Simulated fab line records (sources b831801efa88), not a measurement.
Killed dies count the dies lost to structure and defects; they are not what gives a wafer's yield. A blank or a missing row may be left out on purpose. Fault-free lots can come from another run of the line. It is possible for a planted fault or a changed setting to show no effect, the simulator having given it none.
fab line records | flow sky130
[record] lots = 6 | wafers = 18 | lastDay = 50
route steps=708 shown LI_CONTACT@371 PAD_OPEN@708
lots untouched by any fault: they come from a run of this same line in which no faults occurred
startH: the number of hours between the record's first day and the start of the first shown wafer of the lot | waitH: hours since the lot's step before | " same as the row above | L1.1+2: several wafers, shown together as one row | - value missing, or start not given | * or withheld: withheld | < > ~ a bound
route shown NAME@n: a module of which the file shows steps, and the number in the route of the first | usual: average and standard deviation across the fault-free wafers | same: alike in all rows | chamber/n: place in a boat | sites: readings site by site | _std_site: the values' standard deviation | _edge_site: mean of outer sites minus mean of inner sites | radiusMm: how far each site lies from the wafer's centre | mask NAME#n: copy n | behind: the tool/chamber that last shaped the wafer | hold: why the lot was held/for how many hours/how that ended | device: names the non-switching transistor (n, p or np) | end of line: tests of these same wafers at the route's end | a step without rows: its recipe alone | killed: dies that structure and defects cost at the first sort, which is not the same as the wafer's yield | map: a wafer's dies, x killed, . not, _ none there
set.NAME: the setting as run; set.NAME@STEP: as run at that earlier step | model.NAME: the simulator's own value behind a step, which no gauge read
a table for each step, a row for each wafer; lots at some steps of the route
services: from which hour (startH, from the record's first day; less than 0 if before it) a tool's chamber was out of use, for how many hours, and why
[[steps]]
[step SKY_LI_CONTACT_EXPOSE_09]
[recipe] maskId = LICM1 | na = 0.8 | sourceShape = annular | sigmaInner = 0.55 | sigmaOuter = 0.85 | targetCdNm = 170 | doseMj = 38
[step SKY_LI_CONTACT_PEB_10]
[recipe] pebTempC = withheld | pebTimeS = withheld | resist = KrF-thick
[step SKY_LI_CONTACT_DEVELOP_11]
[recipe] developTimeS = 60 | resist = KrF-thick | devTempC = 21
[step SKY_LI_CONTACT_CD_MEAS_12]
[recipe] targetCdNm = 170
[usual] cdNm = 169.8/1.3
lot.wafer | tool     | chamber | startH | waitH | cdNm
L370.3    | cdSem-01 | -       | 674.03 | -     | 167.3
L370.4    | "        | -       | "      | "     | 168.7
L370.5    | "        | -       | "      | "     | 169.6
L372.2    | cdSem-02 | -       | 692.32 | -     | 171.5
L372.3    | "        | -       | "      | "     | 171.9
L372.6    | "        | -       | "      | "     | 171.8
L377.1    | cdSem-02 | -       | 733.82 | -     | 169.0
L377.4    | "        | -       | "      | "     | 170.0
L377.6    | "        | -       | "      | "     | 168.6
L389.3    | cdSem-02 | -       | 834.63 | -     | 167.5
L389.4    | "        | -       | "      | "     | 170.1
L389.6    | "        | -       | "      | "     | 168.9
L390.4    | cdSem-02 | -       | 845.81 | -     | 171.0
L390.5    | "        | -       | "      | "     | 171.7
L390.6    | "        | -       | "      | "     | 172.5
L392.1    | cdSem-01 | -       | 853.60 | -     | 169.8
L392.4    | "        | -       | "      | "     | 168.6
L392.5    | "        | -       | "      | "     | 170.0
[step SKY_LI_CONTACT_OVL_MEAS_13]
[usual] LI_CONTACT_OVL = -5/4.8
lot.wafer | tool       | chamber | startH | waitH | LI_CONTACT_OVL[nm]
L370.3    | overlay-01 | -       | 674.12 | 0.1   | -10
L370.4    | "          | -       | "      | "     | -9
L370.5    | "          | -       | "      | "     | -9
L372.2    | overlay-01 | -       | 692.42 | 0.1   | -5
L372.3    | "          | -       | "      | "     | -1
L372.6    | "          | -       | "      | "     | -2
L377.1    | overlay-02 | -       | 733.94 | 0.1   | -6
L377.4    | "          | -       | "      | "     | 3
L377.6    | "          | -       | "      | "     | -3
L389.3    | overlay-01 | -       | 834.73 | 0.1   | -10
L389.4    | "          | -       | "      | "     | -7
L389.6    | "          | -       | "      | "     | -6
L390.4    | overlay-02 | -       | 845.89 | 0.1   | -3
L390.5    | "          | -       | "      | "     | -8
L390.6    | "          | -       | "      | "     | -4
L392.1    | overlay-01 | -       | 853.72 | 0.1   | -9
L392.4    | "          | -       | "      | "     | 4
L392.5    | "          | -       | "      | "     | -10
[step SKY_LI_CONTACT_ETCH_14]
[recipe] chemistry = N2/H2 | target = BARC | ionEnergyEv = 200 | sourceW = 500 | biasW = 100 | pressureMtorr = 30 | n2FlowSccm = 100 | h2FlowSccm = 200 | stopOn = SiO2 | timeS = 45.9 | targetDepthA = 600
[usual] chamberPressureMTorr = 30.001/0.026 | drypumpMotorCurrentA = 5.6/0.44 | n2FlowSccm = 100.0/0.33 | oesProductAu = 0.854/0.0048 | throttleValvePct = 13.224/0.0097
lot.wafer | tool       | chamber | startH | waitH | chamberPressureMTorr | drypumpMotorCurrentA | n2FlowSccm | oesProductAu | rfHoursCounterH | throttleValvePct
L370.3    | rieDiel-03 | 2       | 674.15 | 0.0   | 30.008               | 5.7                  | 100.2      | 0.851        | 1               | 13.219
L370.4    | "          | 3       | "      | "     | 29.983               | 5.5                  | 99.9       | 0.861        | 3               | 13.227
L370.5    | "          | 0       | "      | "     | 30.010               | 5.3                  | 100.1      | 0.855        | -               | 13.242
L372.2    | rieDiel-02 | 0       | 692.45 | 0.0   | 29.997               | 4.9                  | 99.8       | 0.849        | 7               | 13.205
L372.3    | "          | 1       | "      | "     | 29.972               | 6.5                  | 99.6       | 0.856        | 12              | 13.215
L372.6    | "          | 3       | "      | "     | 30.021               | 4.8                  | 99.7       | 0.855        | -               | 13.215
L377.1    | rieDiel-03 | 0       | 733.98 | 0.0   | 29.970               | 5.4                  | 99.5       | 0.855        | 16              | 13.223
L377.4    | "          | 3       | "      | "     | 30.012               | 5.5                  | 99.6       | 0.847        | 5               | 13.224
L377.6    | "          | 1       | "      | "     | 29.978               | 6.0                  | 99.7       | 0.854        | -               | 13.230
L389.3    | rieDiel-02 | 3       | 834.75 | 0.0   | 30.006               | 4.8                  | 100.2      | 0.850        | 18              | 13.221
L389.4    | "          | 1       | "      | "     | 30.030               | 6.5                  | 100.3      | 0.852        | 15              | 13.224
L389.6    | "          | 3       | "      | "     | 29.978               | 4.8                  | 100.2      | 0.849        | -               | 13.226
L390.4    | rieDiel-02 | 0       | 845.91 | 0.0   | 29.957               | 5.0                  | 99.7       | 0.853        | 10              | 13.222
L390.5    | "          | 2       | "      | "     | 30.042               | 5.8                  | 99.9       | 0.852        | -               | 13.213
L390.6    | "          | 1       | "      | "     | 29.974               | 6.5                  | 100.2      | 0.854        | -               | 13.226
L392.1    | rieDiel-03 | 3       | 853.76 | 0.0   | 29.962               | 5.5                  | 99.5       | 0.852        | 8               | 13.236
L392.4    | "          | 2       | "      | "     | 30.009               | 5.7                  | 100.1      | 0.857        | 5               | 13.222
L392.5    | "          | 0       | "      | "     | 29.994               | 5.3                  | 100.1      | 0.848        | -               | 13.241
[step SKY_LI_CONTACT_ETCH_15]
[recipe] target = PSG | chemistry = C4F8/O2/Ar | stopOn = Si | taperDeg = 4.15 | maskMaterial = KrF-thick | sourceW = 1500 | biasW = 1200 | pressureMtorr = 40 | c4f8FlowSccm = withheld | O2_flow_sccm = 6 | Ar_flow_sccm = 300 | timeS = withheld | targetDepthA = 6000
[usual] chamberPressureMTorr = 40.00/0.036 | oesProductAu = 0.837/0.0048
lot.wafer | tool       | chamber | startH | waitH | chamberPressureMTorr | oesProductAu
L370.3    | rieDiel-03 | 2       | 674.19 | 0.0   | 39.99                | 0.840
L370.4    | "          | 3       | "      | "     | 39.99                | 0.845
L370.5    | "          | 0       | "      | "     | 40.01                | 0.839
L372.2    | rieDiel-02 | 0       | 692.50 | 0.0   | 40.00                | 0.837
L372.3    | "          | 1       | "      | "     | 40.01                | 0.826
L372.6    | "          | 3       | "      | "     | 40.07                | 0.838
L377.1    | rieDiel-03 | 0       | 734.02 | 0.0   | 39.94                | 0.838
L377.4    | "          | 3       | "      | "     | 40.09                | 0.840
L377.6    | "          | 1       | "      | "     | 40.00                | 0.831
L389.3    | rieDiel-02 | 3       | 834.79 | 0.0   | 40.00                | 0.830
L389.4    | "          | 1       | "      | "     | 39.97                | 0.842
L389.6    | "          | 3       | "      | "     | 40.02                | 0.837
L390.4    | rieDiel-02 | 0       | 845.95 | 0.0   | 40.03                | 0.832
L390.5    | "          | 2       | "      | "     | 40.01                | 0.830
L390.6    | "          | 1       | "      | "     | 39.98                | 0.840
L392.1    | rieDiel-03 | 3       | 853.80 | 0.0   | 39.97                | 0.839
L392.4    | "          | 2       | "      | "     | 39.96                | 0.840
L392.5    | "          | 0       | "      | "     | 40.00                | 0.839
[step SKY_LI_CONTACT_STRIP_16]
[recipe] chemistry = O2/N2 | powerW = 1400 | pressureMtorr = 1500 | platenTempC = withheld | o2FlowSccm = 3000 | n2FlowSccm = 300 | overashFraction = 0.5
[usual] chamberPressureMTorr = 1500.0/1.4 | drypumpMotorCurrentA = 5.82/0.12 | n2FlowSccm = 299.7/0.9 | oesProductAu = 0.376/0.0048 | stripTimeToEndpointS = 3.50/0.042
lot.wafer | tool           | chamber | startH | waitH | chamberPressureMTorr | drypumpMotorCurrentA | n2FlowSccm | oesProductAu | rfHoursCounterH | stripTimeToEndpointS
L370.3    | plasmaAsher-02 | 1       | 674.31 | -     | 1499.3               | 5.90                 | 300.8      | 0.373        | -               | 3.51
L370.4    | "              | 0       | "      | "     | 1499.3               | 5.68                 | 299.2      | 0.382        | -               | 3.50
L370.5    | "              | 0       | "      | "     | 1500.8               | 5.68                 | 299.9      | 0.381        | -               | 3.57
L372.2    | plasmaAsher-02 | 0       | 692.58 | -     | 1501.9               | 5.70                 | 299.4      | 0.376        | 102             | 3.53
L372.3    | "              | 1       | "      | "     | 1501.2               | 5.87                 | 298.2      | 0.379        | -               | 3.54
L372.6    | "              | 1       | "      | "     | 1499.5               | 5.88                 | 298.6      | 0.383        | -               | 3.45
L377.1    | plasmaAsher-04 | 1       | 734.11 | -     | 1499.9               | 5.93                 | 299.4      | 0.383        | 60              | 3.53
L377.4    | "              | 0       | "      | "     | 1499.5               | 5.90                 | 300.6      | 0.377        | -               | 3.51
L377.6    | "              | 0       | "      | "     | 1500.0               | 5.93                 | 300.8      | 0.378        | -               | 3.49
L389.3    | plasmaAsher-04 | 0       | 834.91 | -     | 1499.7               | 5.93                 | 299.6      | 0.374        | -               | 3.49
L389.4    | "              | 1       | "      | "     | 1500.1               | 5.93                 | 299.5      | 0.375        | -               | 3.55
L389.6    | "              | 0       | "      | "     | 1501.2               | 5.94                 | 301.3      | 0.376        | -               | 3.49
L390.4    | plasmaAsher-02 | 1       | 846.07 | -     | 1498.7               | 5.91                 | 301.3      | 0.381        | -               | 3.55
L390.5    | "              | 1       | "      | "     | 1501.3               | 5.89                 | 299.2      | 0.384        | -               | 3.56
L390.6    | "              | 0       | "      | "     | 1499.0               | 5.68                 | 300.2      | 0.377        | -               | 3.57
L392.1    | plasmaAsher-01 | 0       | 853.88 | -     | 1497.3               | 5.61                 | 300.5      | 0.375        | 39              | 3.50
L392.4    | "              | 0       | "      | "     | 1501.3               | 5.60                 | 300.0      | 0.369        | -               | 3.47
L392.5    | "              | 0       | "      | "     | 1499.7               | 5.59                 | 299.6      | 0.382        | -               | 3.52
[step SKY_LI_CONTACT_CLEAN_17]
[recipe] chemistry = NMP | timeS = 600 | tempC = 60 | dry = n2Spin
[step SKY_LI_CONTACT_PRE_CLEAN_18]
[recipe] gas = Ar | timeS = 5.6 | biasV = 358
[step SKY_LI_CONTACT_SPUTTER_19]
[recipe] material = Ti | targetThkNm = 20 | chamberPressurePa = 5 | powerW = 2500 | substrateTempC = 200 | timeS = 106.37
[usual] throttleValvePct = 29.9/0.49
lot.wafer | tool          | chamber | startH | waitH | throttleValvePct
L370.3    | pvdSputter-04 | -       | 674.57 | 0.0   | 30.5
L370.4    | "             | -       | "      | "     | 30.2
L370.5    | "             | -       | "      | "     | 30.4
L372.2    | pvdSputter-01 | -       | 692.88 | 0.0   | 30.1
L372.3    | "             | -       | "      | "     | 29.8
L372.6    | "             | -       | "      | "     | 29.8
L377.1    | pvdSputter-01 | -       | 734.43 | 0.0   | 30.3
L377.4    | "             | -       | "      | "     | 28.8
L377.6    | "             | -       | "      | "     | 29.1
L389.3    | pvdSputter-01 | -       | 835.17 | 0.0   | 29.0
L389.4    | "             | -       | "      | "     | 30.0
L389.6    | "             | -       | "      | "     | 29.9
L390.4    | pvdSputter-01 | -       | 846.37 | 0.0   | 29.6
L390.5    | "             | -       | "      | "     | 29.0
L390.6    | "             | -       | "      | "     | 30.0
L392.1    | pvdSputter-01 | -       | 854.18 | 0.0   | 28.9
L392.4    | "             | -       | "      | "     | 30.2
L392.5    | "             | -       | "      | "     | 28.9
[step SKY_LI_CONTACT_SPUTTER_20]
[recipe] material = TiN | targetThkNm = 20 | chamberPressurePa = 5 | powerW = 4000 | timeS = 80
[usual] throttleValvePct = 29.9/0.48
lot.wafer | tool          | chamber | startH | waitH | throttleValvePct
L370.3    | pvdSputter-04 | -       | 674.65 | 0.0   | 30.4
L370.4    | "             | -       | "      | "     | 30.4
L370.5    | "             | -       | "      | "     | 30.1
L372.2    | pvdSputter-01 | -       | 692.95 | 0.0   | 29.9
L372.3    | "             | -       | "      | "     | 29.9
L372.6    | "             | -       | "      | "     | 29.6
L377.1    | pvdSputter-01 | -       | 734.51 | 0.0   | 30.2
L377.4    | "             | -       | "      | "     | 28.9
L377.6    | "             | -       | "      | "     | 28.7
L389.3    | pvdSputter-01 | -       | 835.25 | 0.0   | 29.1
L389.4    | "             | -       | "      | "     | 29.8
L389.6    | "             | -       | "      | "     | 30.2
L390.4    | pvdSputter-01 | -       | 846.43 | 0.0   | 29.7
L390.5    | "             | -       | "      | "     | 28.9
L390.6    | "             | -       | "      | "     | 29.9
L392.1    | pvdSputter-01 | -       | 854.25 | 0.0   | 28.8
L392.4    | "             | -       | "      | "     | 30.2
L392.5    | "             | -       | "      | "     | 28.8
[step SKY_LI_CONTACT_CVD_21]
[recipe] material = W | targetThkNm = 400 | timeS = 120.56 | tempC = 400 | pressureTorr = 40
[usual] chamberPressureTorr = 40.01/0.083 | heaterPowerOuterW = 508/46 | heaterPowerW = 859/97 | susceptorTempC = 399.99/0.23
lot.wafer | tool    | chamber | startH | waitH | chamberPressureTorr | heaterPowerOuterW | heaterPowerW | susceptorTempC
L370.3    | cvdW-02 | 0       | 674.75 | 0.1   | 40.14               | 533               | 918          | 399.90
L370.4    | "       | 1       | "      | "     | 39.95               | 440               | 736          | 400.04
L370.5    | "       | 0       | "      | "     | 40.07               | 528               | 905          | 400.08
L372.2    | cvdW-02 | 0       | 693.01 | 0.0   | 39.94               | 526               | 911          | 400.00
L372.3    | "       | 0       | "      | "     | 39.98               | 522               | 929          | 399.69
L372.6    | "       | 0       | "      | "     | 40.02               | 540               | 887          | 399.76
L377.1    | cvdW-02 | 0       | 734.57 | 0.0   | 39.99               | 529               | 895          | 399.37
L377.4    | "       | 1       | "      | "     | 39.93               | 441               | 728          | 399.91
L377.6    | "       | 0       | "      | "     | 40.06               | 538               | 902          | 399.53
L389.3    | cvdW-02 | 0       | 835.35 | 0.1   | -                   | -                 | -            | -
L389.4    | "       | 1       | "      | "     | -                   | -                 | -            | -
L389.6    | "       | 1       | "      | "     | -                   | -                 | -            | -
L390.4    | cvdW-01 | 0       | 846.51 | 0.0   | -                   | -                 | -            | -
L390.5    | "       | 1       | "      | "     | -                   | -                 | -            | -
L390.6    | "       | 0       | "      | "     | -                   | -                 | -            | -
L392.1    | cvdW-02 | 0       | 854.31 | 0.0   | 40.04               | 551               | 929          | 399.89
L392.4    | "       | 1       | "      | "     | 40.08               | 449               | 749          | 399.97
L392.5    | "       | 1       | "      | "     | 40.07               | 448               | 735          | 400.07
[step SKY_LI_CONTACT_RS_MEAS_22]
[recipe] thkMeasGauge = four-point-probe | reads = W_of_LI_CONTACT_CVD_21+TiN_of_LI_CONTACT_SPUTTER_20+Ti_of_LI_CONTACT_SPUTTER_19
[usual] LI_CONTACT_W_RS = 0.280/0.0059
lot.wafer | tool         | chamber | startH | waitH | hold                    | LI_CONTACT_W_RS[ohm/sq]
L370.3    | filmMetro-01 | -       | 674.87 | 0.1   | -                       | 0.285
L370.4    | "            | -       | "      | "     | -                       | 0.277
L370.5    | "            | -       | "      | "     | -                       | 0.286
L372.2    | filmMetro-02 | -       | 693.16 | 0.1   | -                       | 0.285
L372.3    | "            | -       | "      | "     | -                       | 0.288
L372.6    | "            | -       | "      | "     | -                       | 0.285
L377.1    | filmMetro-01 | -       | 734.70 | 0.1   | -                       | 0.288
L377.4    | "            | -       | "      | "     | -                       | 0.274
L377.6    | "            | -       | "      | "     | -                       | 0.282
L389.3    | filmMetro-02 | -       | 835.47 | 0.1   | awaitDispo/0.2h/release | 25.070
L389.4    | "            | -       | "      | "     | awaitDispo/0.2h/release | 24.982
L389.6    | "            | -       | "      | "     | awaitDispo/0.2h/release | 24.946
L389.3    | filmMetro-02 | -       | 835.76 | 0.3   | -                       | 25.022
L389.4    | "            | -       | "      | "     | -                       | 25.000
L389.6    | "            | -       | "      | "     | -                       | 24.997
L390.4    | filmMetro-02 | -       | 846.65 | 0.1   | awaitDispo/0.2h/release | 25.171
L390.5    | "            | -       | "      | "     | awaitDispo/0.2h/release | 24.741
L390.6    | "            | -       | "      | "     | awaitDispo/0.2h/release | 24.946
L390.4    | filmMetro-02 | -       | 846.94 | 0.3   | -                       | 25.199
L390.5    | "            | -       | "      | "     | -                       | 24.764
L390.6    | "            | -       | "      | "     | -                       | 24.969
L392.1    | filmMetro-01 | -       | 854.44 | 0.1   | -                       | 0.284
L392.4    | "            | -       | "      | "     | -                       | 0.271
L392.5    | "            | -       | "      | "     | -                       | 0.272
[step SKY_PAD_OPEN_PROBE_99]
[usual] defectLimitedYield = 82.5/2.1 | killed_at_M0_to_M3 = 43/7.7 | killed_at_M4_up = 2.9/1.9 | killedAtContacts = 24/5.9 | killedAtFrontEnd = 16/5.1 | killedAtOther = 0.3/0.63 | killedDies = 86/10 | killedOnRim = 16/3.6 | killedOpen = 47/7.6 | killedShort = 39/6.8 | sort_bin_3_pad_short = 0.8/0.44 | sort_bin_5_function = 10.4/1.6 | sort_bin_6_memory = 6.3/1.1 | sortNPass = 406/10 | sortYieldPct = 82.5/2.1
[same] grossDies = 492 | killedAtBackSide = 0 | sort_bin_4_leakage[%] = 0 | sort_bin_8_speed[%] = 0
lot.wafer | tool      | chamber | startH  | waitH | defectLimitedYield[%] | killed_at_M0_to_M3 | killed_at_M4_up | killedAtContacts | killedAtFrontEnd | killedAtOther | killedDies | killedOnRim | killedOpen | killedShort | sort_bin_3_pad_short[%] | sort_bin_5_function[%] | sort_bin_6_memory[%] | sortNPass | sortYieldPct[%]
L370.3    | prober-01 | -       | 1072.17 | 0.2   | 83.9                  | 33                 | 4               | 27               | 15               | 0             | 79         | 13          | 36         | 43          | 0.6                     | 10.4                   | 5.1                  | 413       | 83.9
L370.4    | prober-01 | -       | 1072.22 | 0.2   | 80.9                  | 41                 | 4               | 32               | 16               | 1             | 94         | 20          | 50         | 42          | 1.0                     | 13.0                   | 5.1                  | 398       | 80.9
L370.5    | prober-01 | -       | 1072.27 | 0.2   | 81.1                  | 39                 | 4               | 29               | 21               | 0             | 93         | 17          | 54         | 37          | 1.0                     | 10.6                   | 7.3                  | 399       | 81.1
L372.2    | prober-02 | -       | 1085.17 | 0.1   | 82.1                  | 45                 | 1               | 29               | 13               | 0             | 88         | 18          | 34         | 54          | 1.0                     | 11.0                   | 5.9                  | 404       | 82.1
L372.3    | prober-02 | -       | 1085.22 | 0.2   | 85.6                  | 36                 | 4               | 12               | 19               | 0             | 71         | 20          | 29         | 42          | 0.2                     | 8.5                    | 5.7                  | 421       | 85.6
L372.6    | prober-02 | -       | 1085.37 | 0.2   | 86.4                  | 30                 | 1               | 25               | 11               | 0             | 67         | 12          | 45         | 22          | 0.4                     | 6.7                    | 6.5                  | 425       | 86.4
L377.1    | prober-01 | -       | 1119.10 | 0.1   | 82.3                  | 50                 | 2               | 26               | 9                | 0             | 87         | 19          | 50         | 37          | 1.2                     | 11.2                   | 5.3                  | 405       | 82.3
L377.4    | prober-01 | -       | 1119.25 | 0.2   | 85.0                  | 30                 | 3               | 25               | 16               | 0             | 74         | 10          | 38         | 36          | 1.0                     | 8.7                    | 5.3                  | 418       | 85.0
L377.6    | prober-01 | -       | 1119.35 | 0.2   | 80.3                  | 49                 | 3               | 20               | 25               | 0             | 97         | 23          | 53         | 44          | 2.0                     | 9.8                    | 7.9                  | 395       | 80.3
L392.1    | prober-01 | -       | 1198.57 | 0.1   | 82.3                  | 37                 | 1               | 30               | 18               | 1             | 87         | 13          | 42         | 43          | 1.2                     | 10.4                   | 6.1                  | 405       | 82.3
L392.4    | prober-01 | -       | 1198.72 | 0.2   | 81.1                  | 39                 | 6               | 27               | 21               | 0             | 93         | 16          | 44         | 48          | 1.2                     | 12.2                   | 5.5                  | 399       | 81.1
L392.5    | prober-01 | -       | 1198.77 | 0.2   | 82.9                  | 46                 | 3               | 25               | 10               | 0             | 84         | 12          | 52         | 31          | 0.4                     | 8.9                    | 7.7                  | 408       | 82.9
// killed by level:class
L370.3 CONTACT:geometricParticle:open=11 FIELD_ISO:geometricParticle:short=7 VIA3:geometricParticle:open=6 LI_CONTACT:geometricParticle:open=5 VIA1:geometricParticle:short=5 METAL2:geometricParticle:short=5 CONTACT:geometricParticle:short=4 LI_CONTACT:geometricParticle:short=4
L370.4 CONTACT:geometricParticle:open=12 LI_CONTACT:geometricParticle:open=9 VIA3:geometricParticle:open=8 FIELD_ISO:geometricParticle:short=6 VIA1:geometricParticle:open=6 LI_CONTACT:geometricParticle:short=5 VIA2:geometricParticle:open=5 METAL2:geometricParticle:short=4
L370.5 CONTACT:geometricParticle:open=11 LI_CONTACT:geometricParticle:open=10 VIA1:geometricParticle:open=8 VIA2:geometricParticle:open=7 FIELD_ISO:geometricParticle:short=6 CONTACT:geometricParticle:short=5 METAL2:geometricParticle:short=5 VIA3:geometricParticle:open=5
L372.2 METAL1:geometricParticle:short=11 CONTACT:geometricParticle:open=10 LOCAL_INTERCONNECT:geometricParticle:short=7 VIA1:geometricParticle:short=7 VIA3:geometricParticle:short=7 LI_CONTACT:geometricParticle:open=5 VIA1:geometricParticle:open=4 VIA2:geometricParticle:open=4
L372.3 VIA1:geometricParticle:open=6 METAL2:geometricParticle:short=6 VIA3:geometricParticle:open=6 CONTACT:geometricParticle:short=5 METAL3:geometricParticle:short=5 FIELD_ISO:geometricParticle:short=4 POLY_GATE:geometricParticle:short=4 POLY_GATE:geometricParticle:open=4
L372.6 VIA1:geometricParticle:open=12 CONTACT:geometricParticle:open=10 LI_CONTACT:geometricParticle:open=7 VIA2:geometricParticle:open=5 LI_CONTACT:geometricParticle:short=4 VIA1:geometricParticle:short=4 POLY_GATE:geometricParticle:open=3 POLY_GATE:geometricParticle:short=3
L377.1 VIA1:geometricParticle:open=14 CONTACT:geometricParticle:open=8 LI_CONTACT:geometricParticle:open=6 LOCAL_INTERCONNECT:geometricParticle:short=6 METAL1:geometricParticle:short=6 VIA1:geometricParticle:short=6 VIA2:geometricParticle:open=6 METAL2:geometricParticle:short=5
L377.4 CONTACT:geometricParticle:open=10 METAL1:geometricParticle:short=6 VIA3:geometricParticle:open=6 VIA1:geometricParticle:open=5 LI_CONTACT:geometricParticle:short=5 FIELD_ISO:geometricParticle:short=4 LI_CONTACT:geometricParticle:open=4 LOCAL_INTERCONNECT:geometricParticle:short=4
L377.6 VIA3:geometricParticle:open=11 METAL2:geometricParticle:short=9 FIELD_ISO:geometricParticle:open=8 LI_CONTACT:geometricParticle:open=8 CONTACT:geometricParticle:open=8 VIA1:geometricParticle:open=6 METAL1:geometricParticle:short=5 VIA2:geometricParticle:open=5
L392.1 VIA1:geometricParticle:open=11 LI_CONTACT:geometricParticle:open=8 CONTACT:geometricParticle:short=6 LI_CONTACT:geometricParticle:short=6 LOCAL_INTERCONNECT:geometricParticle:short=5 CONTACT:geometricParticle:open=5 METAL1:geometricParticle:short=5 FIELD_ISO:geometricParticle:open=4
L392.4 VIA1:geometricParticle:open=10 CONTACT:geometricParticle:open=10 VIA1:geometricParticle:short=8 FIELD_ISO:geometricParticle:open=6 METAL2:geometricParticle:short=6 LI_CONTACT:geometricParticle:open=5 CONTACT:geometricParticle:short=5 FIELD_ISO:geometricParticle:short=4
L392.5 CONTACT:geometricParticle:open=13 VIA1:geometricParticle:open=11 LI_CONTACT:geometricParticle:open=7 METAL1:geometricParticle:short=6 VIA3:geometricParticle:open=6 POLY_GATE:geometricParticle:open=5 VIA2:geometricParticle:open=5 VIA2:geometricParticle:short=4
[[services]]
tool           | chamber | startH | hours | kind
rieDiel-02     | 0       | 664.48 | 3.8   | repair
cvdW-02        | 1       | 667.97 | 2.4   | repair
rieDiel-02     | 1       | 669.59 | 4.2   | repair
cvdW-01        | -       | 671.34 | 14.6  | pm
plasmaAsher-04 | -       | 673.12 | 2.3   | repair
rieDiel-02     | -       | 716.69 | 28.1  | pm
pvdSputter-04  | -       | 733.54 | 5.0   | repair
plasmaAsher-02 | -       | 733.75 | 9.0   | pm
plasmaAsher-02 | 0       | 733.75 | 9.0   | ventCycle
plasmaAsher-02 | 1       | 733.75 | 9.0   | ventCycle
plasmaAsher-02 | 0       | 742.75 | -     | clean
plasmaAsher-02 | 1       | 742.75 | -     | clean
plasmaAsher-04 | -       | 771.42 | 4.5   | repair
rieDiel-02     | 3       | 772.99 | 6.3   | repair
plasmaAsher-01 | -       | 797.23 | 1.4   | repair
rieDiel-02     | -       | 827.03 | 2.8   | pm
pvdSputter-01  | 3       | 832.59 | -     | consumableReplace:kit
pvdSputter-01  | 3       | 832.59 | 18.0  | scheduledDown
pvdSputter-01  | 3       | 832.59 | 18.0  | ventCycle
rieDiel-03     | -       | 837.37 | 0.8   | repair
rieDiel-02     | 1       | 852.92 | 15.3  | repair
[[key]]
[firstSign] step = SKY_LI_CONTACT_CVD_21 | reading = toolRecord | direction = missing
[effect] step = SKY_LI_CONTACT_RS_MEAS_22 | reading = visit | direction = added
[effect] step = SKY_LI_CONTACT_RS_MEAS_22 | reading = LI_CONTACT_W_RS | direction = up | sigmas = 99+ | usual = 0.280 | struck = 24.976
metAt SKY_LI_CONTACT_CVD_21
struckWafers L389.3,L389.4,L389.6,L390.4,L390.5,L390.6
scrappedBehind SKY_LI_CONTACT_RS_MEAS_22 L389.3,L389.4,L389.6,L390.4,L390.5,L390.6
onsetBetween 734.57 835.35
[fault] kind = skippedStepWhole | tool = cvdW-01,cvdW-02 | chamber = - | onsetH = 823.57 | steps = SKY_LI_CONTACT_CVD_21 | scope = struckLotsOnly
